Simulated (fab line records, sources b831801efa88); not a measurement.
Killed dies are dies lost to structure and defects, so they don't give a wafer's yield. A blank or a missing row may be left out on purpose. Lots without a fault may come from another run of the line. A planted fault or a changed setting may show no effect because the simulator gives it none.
Chamber matching | flow gf180mcu | GF_V3_CMP_26 on cmp-01: 4 sister chambers
The step polishes, stops on SiO2, t overpolish 15 s, target thk 0 nm. 8 wafers are shown with their chamber, then 7 later ones without.

WAFERS WITH THEIR CHAMBER
wafer  | chamber | motor_current_A (A) | time_to_endpoint_s (s)
L904.2 | 2       | 11.1                | 88.7
L907.4 | 2       | 11.3                | 83.7
L908.3 | 3       | 10.7                | 87.4
L909.2 | 3       | 10.5                | 87.5
L909.5 | 0       | 11.2                | 83.4
L909.6 | 1       | 13.2                | 87.3
L912.2 | 1       | 12.6                | 85.4
L912.5 | 0       | 11.1                | 86.8

WAFERS WITHOUT THEIR CHAMBER
wafer  | motor_current_A (A) | time_to_endpoint_s (s)
L912.6 | 10.6                | 88.8
L915.1 | 11.7                | 87.6
L915.2 | 11.4                | 86.5
L915.5 | 13.2                | 85.0
L923.1 | 10.6                | 82.3
L923.2 | 12.8                | 83.1
L923.3 | 11.3                | 82.3

WHICH CHAMBER EACH WENT THROUGH
wafer  | from the rows above          | in truth
L912.6 | 3                            | 3
L915.1 | can't be placed: 2 or 0      | 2
L915.2 | can't be placed: 2 or 0      | 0
L915.5 | 1                            | 1
L923.1 | can't be placed: 3 or 0 or 2 | 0
L923.2 | 1                            | 1
L923.3 | can't be placed: 0 or 2      | 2
Placed correctly: 3 of 7. Can't be placed from these rows: 4 (the true chamber is among the candidates in 4). Placed wrongly: 0.
How it was worked out, from the rows above alone: a wafer's distance from a chamber is the root of the sum, over the readings, of the square of ((its reading less the chamber's mean) divided by the reading's scatter). The wafer belongs to the nearest chamber; if the next one is less than 2 further off, it can't be placed. A chamber's mean is the mean of its shown wafers. The scatter: the root of (the sum of the squares of (reading less its chamber's mean) over the shown wafers, divided by (wafers less chambers)).
